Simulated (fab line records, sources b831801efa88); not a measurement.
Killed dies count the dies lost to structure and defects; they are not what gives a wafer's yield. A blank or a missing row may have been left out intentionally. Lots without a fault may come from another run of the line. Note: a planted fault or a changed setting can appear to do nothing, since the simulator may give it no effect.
fab line records	flow sky130
record: lots: 5	wafers: 15	last-day: 50
route steps=708 shown FIELD_ISO@27 NWELL@32 DNWELL@35 PWDE@45
lots that met no fault: from a run of the same line without faults
start-h: hours from the record's first day to the start of the lot's first wafer shown	wait-h: time in hours since the lot's previous step	" unchanged from the row above	L1.1+2: a single row standing in for several wafers	- no value present, or no start provided	* or withheld: withheld	< > ~ a bound
route shown NAME@n: NAME is a module with steps in the file, n the number in the route of the first one	usual: mean/standard deviation taken from wafers without a fault	same: alike in all rows	chamber/n: place in a boat	sites: each site's reading	_std_site: standard deviation across them	_edge_site: the outer-site mean with the inner-site mean subtracted	radius-mm: how far each site lies from the wafer's centre	mask NAME#n: copy n	behind: tool/chamber where the wafer was last shaped	hold: what put the lot on hold/how long, in hours/how the hold closed	device: the transistor (n, p or np) that didn't switch	end of line: the route-end tests of the same wafers	a step without rows: its recipe alone	killed: at the first sort, the dies lost to defects and structure; wafer yield is something else	map: per-die view of a wafer (x killed, . not killed, _ where there is no die)
set.NAME: the setting as run; set.NAME@STEP: as run at that earlier step	model.NAME: the simulator's own value behind a step, which no gauge read
lots at some steps of the route; a table a step, a row a wafer
services: from which hour (start-h, from the record's first day; less than 0 if before it) a tool's chamber was out of use, for how many hours, and why
== steps ==
step: SKY_FIELD_ISO_ANNEAL_26
recipe: temp-c: 1000	time-s: 1800	ambient: N2
step: SKY_FIELD_ISO_CMP_27
recipe: stop-on: Si3N4	t-overpolish-s: 16	down-force-psi: 4	platen-rpm: 60	target-thk-nm: 457.8	pad-velocity-m-s: 0.94248
usual: motor-current-A: 12.3/1.5	overpolish-run-s: 16.000/0.0087	retaining-ring-pressure-frac: 1.000/0.005	slurry-filter-dp-kPa: 13.49/0.13	time-to-endpoint-s: 112/3.3
lot.wafer	tool	chamber	start-h	wait-h	motor-current-A	overpolish-run-s	retaining-ring-pressure-frac	slurry-filter-dp-kPa	time-to-endpoint-s
L545.2	cmp-02	2	55.56	0.1	10.2	15.995	1.002	13.41	115
L545.1	"	0	"	"	13.8	15.997	0.998	13.21	112
L545.6	"	2	"	"	10.2	15.987	1.000	13.55	114
L548.1	cmp-01	0	70.04	0.0	13.4	16.007	0.989	13.47	114
L548.2	"	1	"	"	13.2	16.000	1.000	13.50	111
L548.3	"	3	"	"	13.9	16.016	1.003	13.46	113
L552.3	cmp-02	3	89.49	0.0	11.2	16.001	1.003	13.42	115
L552.4	"	1	"	"	10.9	15.992	0.999	13.52	113
L552.2	"	2	"	"	10.5	15.988	1.001	13.60	115
L559.4	cmp-01	1	133.55	0.1	13.7	16.002	1.003	13.44	106
L559.2	"	3	"	"	14.9	16.007	1.001	13.43	114
L559.6	"	1	"	"	13.1	16.003	1.000	13.60	110
L564.3	cmp-01	3	154.58	0.1	14.2	16.002	1.001	13.53	118
L564.2	"	1	"	"	13.1	15.996	1.004	13.47	114
L564.6	"	3	"	"	14.3	16.014	1.005	13.39	115
step: SKY_FIELD_ISO_WET_ETCH_28
recipe: chemistry: dHF	target-depth-nm: 23.7	target: SiO2	dilution: 10:1	temp-c: 25	time-s: 47
step: SKY_FIELD_ISO_WET_ETCH_29
recipe: chemistry: H3PO4	target-depth-nm: 160	target: Si3N4	temp-c: 160	time-s: 1825
step: SKY_FIELD_ISO_WET_ETCH_30
recipe: chemistry: dHF	target-depth-nm: 25	target: SiO2	dilution: 10:1	temp-c: 25	time-s: 50
step: SKY_NWELL_CLEAN_00
recipe: chemistry: SC1/SC2	mix: 1:4:20	temp-c: 70	time-s: 150	dry: n2-spin
step: SKY_NWELL_OXIDATION_01
recipe: temp-c: 900	ambient: O2	stabilise-s: 600	purge-s: 300	target-thk-a: 100	ox-time-s: 1418
step: SKY_NWELL_THK_MEAS_02
recipe: reads: SiO2_of_NWELL_OXIDATION_01
usual: NWELL_OXIDATION_THK: 9.93/0.14
lot.wafer	tool	chamber	start-h	wait-h	NWELL_OXIDATION_THK[nm]
L545.1	film-metro-04	-	59.09	0.0	10.24
L545.2	"	-	"	"	9.99
L545.6	"	-	"	"	10.00
L548.1	film-metro-01	-	73.03	0.0	9.68
L548.2	"	-	"	"	9.53
L548.3	"	-	"	"	9.63
L552.2	film-metro-02	-	92.97	0.0	9.87
L552.3	"	-	"	"	9.90
L552.4	"	-	"	"	9.89
L559.2	film-metro-04	-	136.31	0.0	9.87
L559.4	"	-	"	"	9.87
L559.6	"	-	"	"	9.98
L564.2	film-metro-01	-	157.86	0.0	10.00
L564.3	"	-	"	"	10.14
L564.6	"	-	"	"	10.08
step: SKY_DNWELL_DEHYDRATE_00
recipe: temp-c: 200	time-s: 60
step: SKY_DNWELL_HMDS_01
recipe: prime-time-s: 60	prime-temp-c: 120
step: SKY_DNWELL_COAT_02
recipe: spin-rpm: 2000	resist-thk-nm: 3000
step: SKY_DNWELL_SOFTBAKE_03
recipe: temp-c: 110	time-s: withheld
step: SKY_DNWELL_EXPOSE_04
recipe: mask-id: DNM	na: 0.57	target-cd-nm: 3000	dose-mj: 222
lot.wafer	tool	chamber	start-h	wait-h	mask
L545.1+2+6	iline-stepper-02	0	66.79	-	DNM#0
L548.1+2+3	iline-stepper-01	0	81.17	-	DNM#0
L552.2+3+4	iline-stepper-01	0	102.12	-	PWDEM#0
L559.2+4+6	iline-stepper-02	0	145.71	-	DNM#0
L564.2+3+6	iline-stepper-01	0	168.24	-	DNM#0
step: SKY_DNWELL_PEB_05
recipe: temp-c: 115	time-s: withheld
step: SKY_DNWELL_DEVELOP_06
recipe: wall-angle-deg: 90	developer: TMAH	develop-time-s: 60	dev-temp-c: 23
step: SKY_DNWELL_IMPLANT_07
recipe: species: P	energy-kev: withheld	dose-cm2: withheld	tilt-deg: withheld
step: SKY_DNWELL_STRIP_08
recipe: chemistry: O2/N2	power-w: 1400	pressure-mtorr: 1500	platen-temp-c: withheld	o2-flow-sccm: 3000	n2-flow-sccm: 300	overash-fraction: 0.5
usual: drypump-motor-current-A: 5.8/0.38	oes-product-au: 0.723/0.0044	strip-time-to-endpoint-s: 36.94/0.095
lot.wafer	tool	chamber	start-h	wait-h	drypump-motor-current-A	oes-product-au	rf-hours-counter-h	strip-time-to-endpoint-s
L545.1	plasma-asher-04	0	75.04	0.1	6.0	0.727	39	37.02
L545.2	"	1	"	"	5.4	0.723	39	36.99
L545.6	"	0	"	"	6.0	0.723	-	37.00
L548.1	plasma-asher-02	0	89.99	0.1	6.2	0.727	27	36.84
L548.2	"	1	"	"	5.6	0.726	27	36.84
L548.3	"	0	"	"	6.3	0.724	-	36.94
L552.2	plasma-asher-04	0	111.44	0.1	6.0	0.730	43	36.89
L552.3	"	1	"	"	5.4	0.720	-	36.94
L552.4	"	0	"	"	6.0	0.725	-	36.93
L559.2	plasma-asher-03	0	155.82	0.1	6.2	0.722	3	37.08
L559.4	"	0	"	"	6.2	0.717	-	37.12
L559.6	"	1	"	"	5.3	0.726	-	37.08
L564.2	plasma-asher-04	0	178.54	0.1	6.0	0.723	49	36.86
L564.3	"	0	"	"	6.0	0.722	-	36.74
L564.6	"	1	"	"	5.4	0.718	-	36.89
step: SKY_DNWELL_TW_MEAS_09
usual: DNWELL_TW: 1116/6.4
lot.wafer	tool	chamber	start-h	wait-h	DNWELL_TW
L545.1	film-metro-02	-	75.14	0.1	1109
L545.2	"	-	"	"	1113
L545.6	"	-	"	"	1110
L548.1	film-metro-01	-	90.09	0.1	1126
L548.2	"	-	"	"	1122
L548.3	"	-	"	"	1130
L552.2	film-metro-01	-	111.55	0.1	30
L552.3	"	-	"	"	30
L552.4	"	-	"	"	30
L559.2	film-metro-02	-	155.93	0.1	1118
L559.4	"	-	"	"	1119
L559.6	"	-	"	"	1112
L564.2	film-metro-04	-	178.65	0.1	1123
L564.3	"	-	"	"	1124
L564.6	"	-	"	"	1113
step: SKY_PWDE_DEHYDRATE_00
recipe: temp-c: 200	time-s: 60
step: SKY_PWDE_HMDS_01
recipe: prime-time-s: 60	prime-temp-c: 120
step: SKY_PWDE_COAT_02
recipe: spin-rpm: 2000	resist-thk-nm: 3000
step: SKY_PWDE_SOFTBAKE_03
recipe: temp-c: 110	time-s: withheld
step: SKY_PWDE_EXPOSE_04
recipe: mask-id: PWDEM	na: 0.6	source-shape: conventional	sigma-outer: 0.6	polarization: unpolarized	target-cd-nm: 840	dose-mj: 214
step: SKY_PWDE_PEB_05
recipe: temp-c: 115	time-s: withheld
step: SKY_PWDE_DEVELOP_06
recipe: wall-angle-deg: 90	developer: TMAH	develop-time-s: 60	dev-temp-c: 23
step: SKY_PWDE_OVL_MEAS_07
usual: PWDE_OVL: -0.1/1.3
lot.wafer	tool	chamber	start-h	wait-h	PWDE_OVL[nm]
L545.1	overlay-02	-	91.89	-	-0.4
L545.2	"	-	"	"	-1.6
L545.6	"	-	"	"	-1.1
L548.1	overlay-02	-	107.54	-	-2.2
L548.2	"	-	"	"	-0.7
L548.3	"	-	"	"	-0.4
L552.2	overlay-01	-	128.89	-	-1.6
L552.3	"	-	"	"	-1.3
L552.4	"	-	"	"	-1.8
L559.2	overlay-01	-	175.42	-	0.5
L559.4	"	-	"	"	3.5
L559.6	"	-	"	"	1.7
L564.2	overlay-01	-	198.37	-	1.4
L564.3	"	-	"	"	1.6
L564.6	"	-	"	"	2.1
step: SKY_PWDE_IMPLANT_08
recipe: species: B	energy-kev: 150	dose-cm2: 3.6e+12	tilt-deg: withheld
step: SKY_PWDE_STRIP_09
recipe: chemistry: O2/N2	power-w: 1400	pressure-mtorr: 1500	platen-temp-c: withheld	o2-flow-sccm: 3000	n2-flow-sccm: 300	overash-fraction: 0.5
usual: drypump-motor-current-A: 5.7/0.57	oes-product-au: 0.722/0.0047	strip-time-to-endpoint-s: 36.94/0.12
lot.wafer	tool	chamber	start-h	wait-h	drypump-motor-current-A	oes-product-au	rf-hours-counter-h	strip-time-to-endpoint-s
L545.1	plasma-asher-01	1	92.08	0.1	4.8	0.720	41	36.91
L545.2	"	0	"	"	6.3	0.722	41	36.84
L545.6	"	1	"	"	4.8	0.716	-	36.84
L548.1	plasma-asher-01	0	107.73	0.1	6.3	0.726	42	36.93
L548.2	"	1	"	"	4.8	0.720	42	36.84
L548.3	"	0	"	"	6.3	0.722	-	37.00
L552.2	plasma-asher-02	0	129.07	0.1	6.2	0.718	31	36.87
L552.3	"	1	"	"	5.6	0.727	-	36.87
L552.4	"	0	"	"	6.2	0.721	-	36.82
L559.2	plasma-asher-01	1	175.60	0.1	4.8	0.712	49	36.72
L559.4	"	0	"	"	6.3	0.712	-	36.75
L559.6	"	0	"	"	6.3	0.727	-	36.77
L564.2	plasma-asher-01	0	198.55	0.1	6.3	0.723	52	36.91
L564.3	"	0	"	"	6.3	0.718	-	36.75
L564.6	"	1	"	"	4.8	0.717	-	36.73
step: SKY_PWDE_TW_MEAS_10
usual: PWDE_TW: 374.1/2
lot.wafer	tool	chamber	start-h	wait-h	PWDE_TW
L545.1	film-metro-02	-	92.18	0.1	373.9
L545.2	"	-	"	"	373.4
L545.6	"	-	"	"	373.5
L548.1	film-metro-02	-	107.83	0.1	369.9
L548.2	"	-	"	"	369.1
L548.3	"	-	"	"	368.8
L552.2	film-metro-02	-	129.18	0.1	1117.6
L552.3	"	-	"	"	1114.3
L552.4	"	-	"	"	1120.0
L559.2	film-metro-02	-	175.71	0.1	372.2
L559.4	"	-	"	"	372.6
L559.6	"	-	"	"	373.9
L564.2	film-metro-04	-	198.66	0.1	374.7
L564.3	"	-	"	"	375.0
L564.6	"	-	"	"	373.9
step: SKY_NWELL_DEHYDRATE_03
recipe: temp-c: 200	time-s: 60
== services ==
tool	chamber	start-h	hours	kind
cmp-02	-	41.50	2.6	repair
cmp-02	-	47.51	6.3	pm
iline-stepper-01	-	57.01	0.7	repair
iline-stepper-01	-	57.53	13.5	repair
cmp-02	-	64.00	4.0	pm
cmp-01	-	64.82	0.8	repair
cmp-02	-	68.00	-	consumable-replace:conditioner
cmp-02	-	68.00	-	consumable-replace:pad
cmp-01	-	77.92	4.3	repair
cmp-02	-	93.96	7.4	repair
plasma-asher-01	-	98.46	1.9	repair
cmp-01	-	106.98	1.8	repair
plasma-asher-03	-	108.75	9.0	pm
cmp-02	-	109.72	4.0	repair
plasma-asher-04	-	120.82	2.8	pm
iline-stepper-01	-	134.45	1.7	pm
cmp-01	-	136.60	6.5	pm
cmp-02	-	140.54	4.3	repair
plasma-asher-04	-	143.69	4.9	repair
cmp-02	-	145.49	1.5	repair
plasma-asher-03	-	150.50	2.8	pm
plasma-asher-01	-	161.90	2.8	pm
cmp-02	-	169.80	10.5	pm
cmp-01	-	183.08	1.8	repair
== key ==
first-sign: step: SKY_DNWELL_EXPOSE_04	reading: mask	direction: changed
effect: step: SKY_DNWELL_TW_MEAS_09	reading: DNWELL_TW	direction: down	sigmas: 99+	usual: 1116	struck: 30
effect: step: SKY_PWDE_TW_MEAS_10	reading: PWDE_TW	direction: up	sigmas: 99+	usual: 374.1	struck: 1117.3
met-at SKY_DNWELL_EXPOSE_04
struck-wafers L552.2,L552.3,L552.4
sort-left-out L552.2,L552.3,L552.4
tester-left-out L552
onset-between 81.17 102.12
fault: kind: wrong-mask	tool: any	chamber: -	onset-h: 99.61	steps: SKY_DNWELL_EXPOSE_04	aux-copy: PWDEM#0	scope: struck-lots-only
tester-left-out: of these lots the tester's yield and bins aren't shown, on N5 and GAA mostly nor the transistor test; their killed dies are dies lost to structure and defects alone, not to doping, threshold or leakage, so they don't give the yield
sort-left-out: the simulated sort isn't trusted on such a fault, so these wafers' sort isn't shown, and their yield isn't known
